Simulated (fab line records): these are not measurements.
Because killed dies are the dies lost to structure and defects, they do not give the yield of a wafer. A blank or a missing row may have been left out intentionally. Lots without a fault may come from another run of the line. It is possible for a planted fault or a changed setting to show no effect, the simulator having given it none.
fab line records	flow sky130
record: lots: 13	wafers: 39	lastDay: 50
route steps=708 shown FIELD_ISO@5 PWDE@49 NWELL@67 PAD_OPEN@708
lots that met no fault: taken from a fault-free run of the same line
startH: start of the lot's first displayed wafer, in hours after the record's first day	waitH: how many hours have passed since the lot's step before this one	" the same as in the row above	L1.1+2: several wafers, shown together as one row	- either no value or no given start	* or withheld: withheld	< > ~ a bound
route shown NAME@n: a module of which the file shows steps, and the number in the route of the first	usual: average and standard deviation across the fault-free wafers	same: alike in all rows	chamber/n: place in a boat	sites: per-site readings	_std_site: the values' standard deviation	_edge_site: the outer-site mean with the inner-site mean subtracted	radiusMm: how far each site lies from the wafer's centre	mask NAME#n: copy n	behind: tool/chamber where the wafer was last shaped	hold: why the lot went on hold/how many hours it stayed there/how the hold came to an end	device: names the non-switching transistor (n, p or np)	end of line: the same wafers' tests at the end of the route	a step without rows: its recipe alone	killed: count of dies lost to structure and defects at first sort (not the wafer's yield)	map: a wafer's dies, marking killed ones x, the rest . and places with no die _
set.NAME: the setting that was run; set.NAME@STEP: the one run at that earlier step	model.NAME: the simulator's own value behind a step, which no gauge read
a sample of lots followed through the steps of the route, with each step as a table and each wafer as a row
services: from which hour (startH, from the record's first day; less than 0 if before it) a tool's chamber was out of use, for how many hours, and why
== steps ==
step: SKY_FIELD_ISO_THK_MEAS_04
recipe: reads: Si3N4_of_FIELD_ISO_CVD_03
usual: FIELD_ISO_CVD_03_THK: 165.1/1.4
lot.wafer	tool	chamber	startH	waitH	FIELD_ISO_CVD_03_THK[nm]
L393.2	filmMetro-01	-	21.90	0.0	164.3
L393.4	"	-	"	"	164.4
L393.5	"	-	"	"	165.9
L395.4	filmMetro-03	-	29.10	0.0	163.9
L395.5	"	-	"	"	162.5
L395.6	"	-	"	"	163.5
L397.1	filmMetro-01	-	41.49	0.0	165.6
L397.5	"	-	"	"	163.5
L397.6	"	-	"	"	163.8
L400.1	filmMetro-03	-	54.57	0.0	166.3
L400.2	"	-	"	"	165.6
L400.4	"	-	"	"	165.4
L399.3	filmMetro-01	-	54.59	0.0	165.9
L399.4	"	-	"	"	165.0
L399.6	"	-	"	"	164.9
L402.1	filmMetro-03	-	64.51	0.0	162.0
L402.5	"	-	"	"	163.4
L402.6	"	-	"	"	162.8
L403.2	filmMetro-02	-	71.08	0.0	165.7
L403.4	"	-	"	"	166.3
L403.5	"	-	"	"	165.4
L405.2	filmMetro-02	-	79.30	0.0	166.3
L405.3	"	-	"	"	167.7
L405.6	"	-	"	"	167.4
L407.1	filmMetro-02	-	90.16	0.0	167.4
L407.5	"	-	"	"	166.6
L407.6	"	-	"	"	167.2
L410.2	filmMetro-02	-	103.49	0.0	164.8
L410.5	"	-	"	"	165.2
L410.6	"	-	"	"	164.5
L412.1	filmMetro-01	-	115.70	0.0	167.2
L412.4	"	-	"	"	167.2
L412.5	"	-	"	"	167.1
L413.1	filmMetro-02	-	119.35	0.0	163.9
L413.5	"	-	"	"	165.3
L413.6	"	-	"	"	163.3
L415.3	filmMetro-01	-	130.91	0.0	168.4
L415.4	"	-	"	"	167.7
L415.5	"	-	"	"	166.0
step: SKY_FIELD_ISO_CD_MEAS_13
recipe: targetCdNm: 150
usual: cdNm: 150.0/1.7
lot.wafer	tool	chamber	startH	waitH	cdNm
L393.2	cdSem-02	-	35.96	-	150.8
L393.4	"	-	"	"	149.7
L393.5	"	-	"	"	150.2
L395.4	cdSem-01	-	44.13	-	151.1
L395.5	"	-	"	"	152.1
L395.6	"	-	"	"	149.3
L397.1	cdSem-01	-	56.84	-	149.1
L397.5	"	-	"	"	149.3
L397.6	"	-	"	"	149.4
L399.3	cdSem-02	-	70.01	-	149.8
L399.4	"	-	"	"	151.4
L399.6	"	-	"	"	150.1
L400.1	cdSem-02	-	70.09	-	148.8
L400.2	"	-	"	"	146.9
L400.4	"	-	"	"	148.8
L402.1	cdSem-02	-	80.57	-	152.3
L402.5	"	-	"	"	152.6
L402.6	"	-	"	"	150.8
L403.2	cdSem-01	-	88.21	-	149.8
L403.4	"	-	"	"	150.7
L403.5	"	-	"	"	150.0
L405.2	cdSem-02	-	96.20	-	153.3
L405.3	"	-	"	"	151.3
L405.6	"	-	"	"	150.5
L407.1	cdSem-02	-	108.58	-	152.6
L407.5	"	-	"	"	151.9
L407.6	"	-	"	"	152.0
L410.2	cdSem-01	-	120.70	-	149.8
L410.5	"	-	"	"	150.8
L410.6	"	-	"	"	149.8
L412.1	cdSem-01	-	133.92	-	149.1
L412.4	"	-	"	"	150.1
L412.5	"	-	"	"	150.1
L413.1	cdSem-02	-	137.62	-	149.9
L413.5	"	-	"	"	150.9
L413.6	"	-	"	"	149.2
L415.3	cdSem-01	-	149.91	-	147.7
L415.4	"	-	"	"	148.1
L415.5	"	-	"	"	148.7
step: SKY_PWDE_EXPOSE_04
recipe: maskId: PWDEM	na: 0.6	sourceShape: conventional	sigmaOuter: 0.6	polarization: unpolarized	targetCdNm: 840	doseMj: 214
usual: stageVelMmS: 499.96/0.23
same: na: 0.6
lot.wafer	tool	chamber	startH	waitH	mask	stageVelMmS
L393.2	ilineStepper-02	0	83.09	-	PWDEM#0	499.75
L393.4	"	0	"	"	PWDEM#0	500.29
L393.5	"	0	"	"	PWDEM#0	499.49
L395.4	ilineStepper-01	0	83.37	-	PWDEM#0	500.00
L395.5	"	0	"	"	PWDEM#0	500.31
L395.6	"	0	"	"	PWDEM#0	500.51
L397.1	ilineStepper-01	0	94.47	-	PWDEM#0	500.08
L397.5	"	0	"	"	PWDEM#0	499.84
L397.6	"	0	"	"	PWDEM#0	500.03
L399.3	ilineStepper-02	0	103.85	-	PWDEM#0	500.15
L399.4	"	0	"	"	PWDEM#0	500.19
L399.6	"	0	"	"	PWDEM#0	500.05
L400.1	ilineStepper-01	0	104.20	-	PWDEM#0	499.86
L400.2	"	0	"	"	PWDEM#0	500.00
L400.4	"	0	"	"	PWDEM#0	499.68
L402.1	ilineStepper-02	0	113.54	-	PWDEM#0	499.86
L402.5	"	0	"	"	PWDEM#0	499.70
L402.6	"	0	"	"	PWDEM#0	499.50
L403.2	ilineStepper-02	0	122.24	-	PWDEM#0	499.97
L403.4	"	0	"	"	PWDEM#0	500.02
L403.5	"	0	"	"	PWDEM#0	500.20
L405.2	ilineStepper-02	0	128.41	-	PWDEM#0	500.10
L405.3	"	0	"	"	PWDEM#0	499.76
L405.6	"	0	"	"	PWDEM#0	499.82
L407.1	ilineStepper-01	0	146.14	-	PWDEM_R1#0	499.96
L407.5	"	0	"	"	PWDEM_R1#0	499.63
L407.6	"	0	"	"	PWDEM_R1#0	499.93
L410.2	ilineStepper-01	0	161.49	-	PWDEM#0	499.73
L410.5	"	0	"	"	PWDEM#0	499.80
L410.6	"	0	"	"	PWDEM#0	499.67
L412.1	ilineStepper-02	0	171.85	-	PWDEM#0	500.22
L412.4	"	0	"	"	PWDEM#0	499.61
L412.5	"	0	"	"	PWDEM#0	500.08
L413.1	ilineStepper-01	0	175.15	-	PWDEM#0	500.22
L413.5	"	0	"	"	PWDEM#0	500.34
L413.6	"	0	"	"	PWDEM#0	500.05
L415.3	ilineStepper-02	0	187.22	-	PWDEM#0	499.59
L415.4	"	0	"	"	PWDEM#0	499.86
L415.5	"	0	"	"	PWDEM#0	499.86
step: SKY_NWELL_STRIP_14
recipe: chemistry: O2/N2	powerW: 1400	pressureMtorr: 1500	platenTempC: withheld	o2FlowSccm: 3000	n2FlowSccm: 300	overashFraction: 0.5
usual: drypumpMotorCurrentA: 5.9/0.37	oesProductAu: 0.722/0.0041	stripTimeToEndpointS: 36.88/0.092
lot.wafer	tool	chamber	startH	waitH	drypumpMotorCurrentA	oesProductAu	rfHoursCounterH	stripTimeToEndpointS
L393.2	plasmaAsher-04	0	109.57	0.1	5.4	0.726	41	36.78
L393.4	"	1	"	"	5.8	0.718	-	36.76
L393.5	"	0	"	"	5.4	0.719	-	36.75
L395.4	plasmaAsher-04	1	109.80	0.1	5.8	0.721	-	36.91
L395.5	"	1	"	"	5.8	0.724	-	36.86
L395.6	"	0	"	"	5.4	0.719	-	36.87
L397.1	plasmaAsher-03	0	122.12	0.1	6.2	0.729	0	36.95
L397.5	"	0	"	"	6.2	0.725	-	36.92
L397.6	"	1	"	"	5.4	0.720	-	36.99
L399.3	plasmaAsher-03	1	130.59	0.1	5.3	0.722	-	36.93
L399.4	"	0	"	"	6.2	0.725	-	36.73
L399.6	"	0	"	"	6.2	0.728	-	36.84
L400.1	plasmaAsher-01	1	130.86	0.1	6.1	0.718	44	36.85
L400.2	"	0	"	"	6.3	0.721	44	36.77
L400.4	"	0	"	"	6.3	0.718	-	36.92
L402.1	plasmaAsher-01	1	142.82	0.1	6.1	0.725	45	36.87
L402.5	"	0	"	"	6.3	0.725	-	36.87
L402.6	"	1	"	"	6.1	0.719	-	36.90
L403.2	plasmaAsher-04	1	150.70	0.1	5.8	0.724	45	36.92
L403.4	"	1	"	"	5.9	0.727	-	36.79
L403.5	"	0	"	"	5.4	0.723	-	36.94
L405.2	plasmaAsher-04	0	157.56	0.1	5.4	0.724	46	36.86
L405.3	"	0	"	"	5.4	0.725	-	36.92
L405.6	"	0	"	"	5.4	0.719	-	36.88
L407.1	plasmaAsher-04	1	176.42	0.1	5.8	0.724	48	36.92
L407.5	"	1	"	"	5.8	0.719	-	36.87
L407.6	"	0	"	"	5.4	0.731	-	36.79
L410.2	plasmaAsher-03	0	192.67	0.1	6.2	0.728	7	36.87
L410.5	"	1	"	"	5.3	0.719	-	36.87
L410.6	"	0	"	"	6.2	0.720	-	36.73
L412.1	plasmaAsher-04	1	205.95	0.1	5.8	0.725	50	36.71
L412.4	"	1	"	"	5.8	0.723	-	36.80
L412.5	"	1	"	"	5.8	0.716	-	36.71
L413.1	plasmaAsher-01	0	208.57	0.1	6.3	0.717	52	36.76
L413.5	"	1	"	"	6.1	0.721	-	36.86
L413.6	"	0	"	"	6.3	0.720	-	36.84
L415.3	plasmaAsher-01	1	219.35	0.1	6.1	0.724	-	36.85
L415.4	"	0	"	"	6.3	0.725	-	36.82
L415.5	"	1	"	"	6.1	0.734	-	36.87
step: SKY_PAD_OPEN_PROBE_99
usual: defectLimitedYield: 82.9/1.8	killed_at_M0_to_M3: 42/7.2	killed_at_M4_up: 3.2/1.8	killedAtContacts: 24/5.4	killedAtFrontEnd: 15/4	killedAtOther: 0.3/0.59	killedDies: 84/9	killedOpen: 46/7.1	killedShort: 38/6	sort_bin_3_pad_short: 0.8/0.41	sort_bin_5_function: 10.1/1.3	sort_bin_6_memory: 6.3/1.2	sortNPass: 408/9	sortYieldPct: 82.9/1.8
same: grossDies: 492	killedAtBackSide: 0	sort_bin_4_leakage[%]: 0	sort_bin_8_speed[%]: 0
lot.wafer	tool	chamber	startH	waitH	defectLimitedYield[%]	killed_at_M0_to_M3	killed_at_M4_up	killedAtContacts	killedAtFrontEnd	killedAtOther	killedDies	killedOpen	killedShort	sort_bin_3_pad_short[%]	sort_bin_5_function[%]	sort_bin_6_memory[%]	sortNPass	sortYieldPct[%]
L395.4	prober-02	-	1108.59	0.2	80.7	50	6	29	10	0	95	50	45	1.4	11.2	6.7	397	80.7
L395.5	prober-02	-	1108.64	0.2	80.1	47	5	26	20	0	98	50	48	1.0	10.2	8.7	394	80.1
L395.6	prober-02	-	1108.69	0.2	80.1	50	0	34	13	1	98	56	42	0.8	11.0	8.1	394	80.1
L393.2	prober-01	-	1109.35	0.1	82.9	41	4	20	19	0	84	48	35	0.4	10.0	6.7	408	82.9
L393.4	prober-01	-	1109.45	0.2	81.9	37	3	24	24	1	89	46	43	1.2	10.8	6.1	403	81.9
L393.5	prober-01	-	1109.50	0.2	82.1	31	2	37	18	0	88	54	34	1.2	9.6	7.1	404	82.1
L397.1	prober-01	-	1112.23	0.1	82.7	35	1	36	13	0	85	60	25	1.0	9.3	6.9	407	82.7
L397.5	prober-01	-	1112.43	0.2	85.8	24	4	30	11	1	70	35	34	0.8	7.1	6.3	422	85.8
L397.6	prober-01	-	1112.48	0.2	84.1	39	1	25	12	1	78	47	30	1.0	8.3	6.5	414	84.1
L400.1	prober-01	-	1128.56	0.1	82.9	52	3	19	9	1	84	41	40	0.2	9.6	7.3	408	82.9
L400.2	prober-01	-	1128.61	0.1	80.3	55	5	27	10	0	97	54	43	0	12.8	6.9	395	80.3
L400.4	prober-01	-	1128.71	0.2	82.1	47	0	27	14	0	88	42	46	0.8	11.0	6.1	404	82.1
L403.2	prober-02	-	1154.67	0.1	84.1	34	4	24	15	1	78	36	41	1.4	9.3	5.1	414	84.1
L403.4	prober-02	-	1154.77	0.2	81.9	55	3	19	12	0	89	43	46	0.8	9.1	8.1	403	81.9
L403.5	prober-02	-	1154.82	0.2	79.7	53	2	24	21	0	100	57	43	0.4	11.8	8.1	392	79.7
L413.1	prober-02	-	1188.84	0.1	84.3	42	3	23	9	0	77	44	33	0	11.0	4.7	415	84.3
L413.5	prober-02	-	1189.04	0.2	85.2	35	4	19	15	0	73	46	27	0.6	7.9	6.3	419	85.2
L413.6	prober-02	-	1189.09	0.2	80.7	43	4	33	15	0	95	52	43	0.8	12.0	6.5	397	80.7
killed by level:class
L395.4 CONTACT:geometricParticle:open=16 METAL1:geometricParticle:short=10 VIA1:geometricParticle:open=9 VIA3:geometricParticle:open=8 METAL2:geometricParticle:short=7 LI_CONTACT:geometricParticle:short=5 VIA3:geometricParticle:short=5 METAL4:geometricParticle:short=4
L395.5 VIA1:geometricParticle:open=13 CONTACT:geometricParticle:open=10 FIELD_ISO:geometricParticle:short=7 VIA3:geometricParticle:open=7 METAL2:geometricParticle:short=6 METAL3:geometricParticle:short=6 LOCAL_INTERCONNECT:geometricParticle:short=5 POLY_GATE:geometricParticle:open=5
L395.6 VIA1:geometricParticle:open=14 CONTACT:geometricParticle:open=9 METAL2:geometricParticle:short=9 VIA2:geometricParticle:open=8 LI_CONTACT:geometricParticle:open=7 FIELD_ISO:geometricParticle:open=6 LOCAL_INTERCONNECT:geometricParticle:short=6 LI_CONTACT:geometricParticle:short=5
L393.2 VIA1:geometricParticle:open=10 CONTACT:geometricParticle:open=8 METAL1:geometricParticle:short=7 LI_CONTACT:geometricParticle:open=6 VIA1:geometricParticle:short=5 FIELD_ISO:geometricParticle:open=4 POLY_GATE:geometricParticle:open=4 VIA3:geometricParticle:open=4
L393.4 VIA1:geometricParticle:open=11 METAL2:geometricParticle:short=9 CONTACT:geometricParticle:short=8 CONTACT:geometricParticle:open=8 METAL1:geometricParticle:short=6 POLY_GATE:geometricParticle:open=5 SPACER:geometricParticle:open=5 FIELD_ISO:geometricParticle:open=4
L393.5 CONTACT:geometricParticle:open=14 VIA1:geometricParticle:open=9 LI_CONTACT:geometricParticle:open=8 LOCAL_INTERCONNECT:geometricParticle:short=7 METAL1:geometricParticle:short=6 SPACER:geometricParticle:open=5 POLY_GATE:geometricParticle:open=4 VIA1:geometricParticle:short=4
L397.1 CONTACT:geometricParticle:open=13 LI_CONTACT:geometricParticle:open=10 VIA1:geometricParticle:open=10 VIA2:geometricParticle:open=9 LOCAL_INTERCONNECT:geometricParticle:short=6 FIELD_ISO:geometricParticle:open=5 VIA3:geometricParticle:open=5 POLY_GATE:geometricParticle:open=4
L397.5 CONTACT:geometricParticle:short=9 LI_CONTACT:geometricParticle:open=8 CONTACT:geometricParticle:open=5 VIA1:geometricParticle:open=5 VIA2:geometricParticle:open=4 METAL4:geometricParticle:short=4 FIELD_ISO:geometricParticle:short=3 LI_CONTACT:geometricParticle:short=3
L397.6 VIA1:geometricParticle:open=10 VIA2:geometricParticle:open=9 LI_CONTACT:geometricParticle:open=8 CONTACT:geometricParticle:open=7 CONTACT:geometricParticle:short=5 VIA3:geometricParticle:open=5 LOCAL_INTERCONNECT:geometricParticle:short=4 METAL1:geometricParticle:short=4
L400.1 VIA1:geometricParticle:open=14 METAL2:geometricParticle:short=7 CONTACT:geometricParticle:open=6 VIA1:geometricParticle:short=6 LI_CONTACT:geometricParticle:open=5 VIA2:geometricParticle:open=5 VIA2:geometricParticle:short=5 VIA3:geometricParticle:short=4
L400.2 VIA1:geometricParticle:open=16 METAL2:geometricParticle:short=14 CONTACT:geometricParticle:open=10 VIA3:geometricParticle:open=9 VIA2:geometricParticle:open=6 LOCAL_INTERCONNECT:geometricParticle:short=5 LI_CONTACT:geometricParticle:open=4 LI_CONTACT:geometricParticle:short=4
L400.4 VIA1:geometricParticle:open=14 METAL2:geometricParticle:short=8 CONTACT:geometricParticle:open=8 VIA1:geometricParticle:short=7 LI_CONTACT:geometricParticle:short=6 VIA3:geometricParticle:open=6 FIELD_ISO:geometricParticle:open=5 LI_CONTACT:geometricParticle:open=5
L403.2 VIA1:geometricParticle:open=8 POLY_GATE:geometricParticle:short=7 CONTACT:geometricParticle:short=6 CONTACT:geometricParticle:open=6 VIA1:geometricParticle:short=6 LI_CONTACT:geometricParticle:open=5 LOCAL_INTERCONNECT:geometricParticle:short=4 METAL1:geometricParticle:short=4
L403.4 VIA1:geometricParticle:open=19 METAL1:geometricParticle:short=6 METAL2:geometricParticle:short=5 CONTACT:geometricParticle:open=5 CONTACT:geometricParticle:short=5 VIA1:geometricParticle:short=5 VIA2:geometricParticle:open=5 LI_CONTACT:geometricParticle:open=4
L403.5 VIA1:geometricParticle:open=17 VIA1:geometricParticle:short=8 POLY_GATE:geometricParticle:short=7 FIELD_ISO:geometricParticle:open=6 LI_CONTACT:geometricParticle:open=6 LOCAL_INTERCONNECT:geometricParticle:short=6 VIA2:geometricParticle:open=5 CONTACT:geometricParticle:short=5
L413.1 VIA2:geometricParticle:open=9 VIA1:geometricParticle:open=9 CONTACT:geometricParticle:open=7 METAL1:geometricParticle:short=7 LI_CONTACT:geometricParticle:open=6 FIELD_ISO:geometricParticle:open=4 LOCAL_INTERCONNECT:geometricParticle:short=4 METAL2:geometricParticle:short=4
L413.5 CONTACT:geometricParticle:open=8 VIA1:geometricParticle:open=8 LI_CONTACT:geometricParticle:open=7 VIA2:geometricParticle:open=7 VIA3:geometricParticle:open=7 FIELD_ISO:geometricParticle:short=5 POLY_GATE:geometricParticle:short=4 METAL1:geometricParticle:short=4
L413.6 CONTACT:geometricParticle:open=11 CONTACT:geometricParticle:short=10 VIA3:geometricParticle:open=8 LI_CONTACT:geometricParticle:open=7 METAL1:geometricParticle:short=7 VIA1:geometricParticle:open=7 VIA2:geometricParticle:open=7 METAL2:geometricParticle:short=6
== services ==
tool	chamber	startH	hours	kind
plasmaAsher-03	-	74.09	0.9	repair
plasmaAsher-04	-	106.32	2.9	repair
plasmaAsher-03	-	108.75	9.0	pm
plasmaAsher-03	0	108.75	9.0	ventCycle
plasmaAsher-03	1	108.75	9.0	ventCycle
plasmaAsher-03	0	117.75	-	clean
plasmaAsher-03	1	117.75	-	clean
ilineStepper-01	0	118.48	-	calibration
plasmaAsher-01	-	156.59	2.8	pm
ilineStepper-02	-	187.95	1.7	pm
== key ==
firstSign: step: SKY_PWDE_EXPOSE_04	reading: mask	direction: changed
effect none on later readings
metAt SKY_PWDE_EXPOSE_04
struckLots L407
rowsEnd L407.1,L407.5,L407.6
notActingAt SKY_FIELD_ISO_THK_MEAS_04,SKY_FIELD_ISO_CD_MEAS_13,SKY_NWELL_STRIP_14
onsetBetween 104.20 146.14
fault: kind: wrongMask	tool: any	chamber: -	onsetH: 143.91	steps: SKY_PWDE_EXPOSE_04	auxCopy: PWDEM_R1#0	cdOffsetNm: 126	scope: struckLotsOnly
rowsEnd: these wafers met a further fault down the route, and their rows from its step on are left out
